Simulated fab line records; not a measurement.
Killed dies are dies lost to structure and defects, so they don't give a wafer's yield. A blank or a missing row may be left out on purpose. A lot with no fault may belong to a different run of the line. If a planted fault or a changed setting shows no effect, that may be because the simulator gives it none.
Struck lot and sound lot, side by side + flow gf180mcu + 19 steps out of a route of 602
Sound: wafers L496.3, L496.4, L496.5. Struck: wafers L509.5, L509.6 (left out: L509.3, a lot-mate that was not struck); the cause follows at the end.
For every step that has rows: the tool of each side, followed by ch and its chambers, followed by its first start. Under that, the readings that differ: sound wafers + struck wafers + difference of the means + sigmas: that difference in standard deviations of wafers without a fault.
alike: same words and numbers on both sides, and readings whose means sit less than 2 such deviations apart. not compared: any withheld reading, any reading some wafer has no value for, any bound like >300 that may hide the same value, and any number with overlapping values for which the record gives no deviation.
Wherever a step has rows on one side only, a row that says differs or no value, or a row with sigmas, the two part there. Numbers that have no deviation but don't overlap get no sigmas and don't part them. Lack of a reading on every wafer of one side parts them only where that side has two or more wafers.

first, 3 steps without rows for these wafers: GF_MIM_EXPOSE_16 (exposes mask FuseTop, target cd 2000 nm); GF_MIM_PEB_17; GF_MIM_DEVELOP_18 (develop time 60 s).
GF_MIM_METAL_ETCH_19: etches the open film in Cl2/BCl3, stops on Si3N4, target depth 324.5 nm, time 54.1 s.
  sound on rieMetal-03 ch 0,1, day 26 19:53; struck on rieMetal-03 ch 0,1, day 30 17:01
  alike: drypumpMotorCurrentA, heBacksideLeakSccm, oesProductAu, throttleValvePct
  not compared: rfHoursCounterH
GF_MIM_STRIP_20: strips in O2/N2.
  sound on plasmaAsher-01 ch 0,1, day 26 19:59; struck on plasmaAsher-01 ch 0,1, day 30 17:05
| reading             | sound             | struck      | difference | sigmas |
|---------------------|-------------------|-------------|------------|--------|
| oesProductAu (a.u.) | 0.689 0.684 0.687 | 0.698 0.695 | +0.010     | +2     |
  alike: drypumpMotorCurrentA, heaterPowerW, stripTimeToEndpointS
  not compared: rfHoursCounterH
then, 7 steps without rows for these wafers: GF_MIM_STRIP_21 (strips in post etch residue remover, time 1200 s); GF_MIM_CLEAN_22 (cleans in DIW); GF_M5_DEHYDRATE_00 (time 60 s); GF_M5_HMDS_01 (prime time 60 s); GF_M5_COAT_02 (resist thk 1000 nm); GF_M5_SOFTBAKE_03 (time 60 s); GF_M5_EXPOSE_04 (exposes mask Metal5, target cd 280 nm).
GF_M5_PEB_05: peb time 90 s.
  sound on lithoTrack-01 ch 0, day 27 16:16; struck on lithoTrack-03 ch 0, day 31 10:29
then, 1 step without rows for these wafers: GF_M5_DEVELOP_06 (develop time 60 s).
GF_M5_CD_MEAS_07: target cd 280 nm.
  struck on cdSem-02, day 31 10:49; sound on cdSem-02, day 27 16:35
  alike: cdNm
GF_M5_OVL_MEAS_08:
  struck on overlay-02, day 31 10:54; sound on overlay-01, day 27 16:40
  alike: M5_OVL
GF_M5_ETCH_09: etches Si3N4 in CF4/O2, target depth 52 nm, time 11.6 s.
  sound on rieDiel-04 ch 0,2, day 27 16:42; struck on rieDiel-02 ch 0,1, day 31 10:56
| reading            | sound           | struck      | difference | sigmas |
|--------------------|-----------------|-------------|------------|--------|
| model.M5.cdNm (nm) | 279.9 280.5 281 | 278.8 278.2 | -2.0       |        |
  alike: drypumpMotorCurrentA, oesProductAu, throttleValvePct
  not compared: rfHoursCounterH
GF_M5_METAL_ETCH_10: etches the open film in Cl2/BCl3, stops on SiO2, target depth 627.5 nm, time 104.6 s.
  sound on rieMetal-04 ch 0,1, day 27 16:46; struck on rieMetal-04 ch 0,1, day 31 10:59
  alike: drypumpMotorCurrentA, heBacksideLeakSccm, oesProductAu, throttleValvePct
  not compared: rfHoursCounterH
next, for these wafers, 1 step has no rows: GF_PASSIVATION_PROBE_99.

== WHERE THEY PART ==
GF_MIM_STRIP_20 only, going by this record. Later steps at which nothing parts them and some readings are alike: GF_M5_CD_MEAS_07, GF_M5_OVL_MEAS_08, GF_M5_ETCH_09, GF_M5_METAL_ETCH_10.

WHY: whatever the simulator had introduced
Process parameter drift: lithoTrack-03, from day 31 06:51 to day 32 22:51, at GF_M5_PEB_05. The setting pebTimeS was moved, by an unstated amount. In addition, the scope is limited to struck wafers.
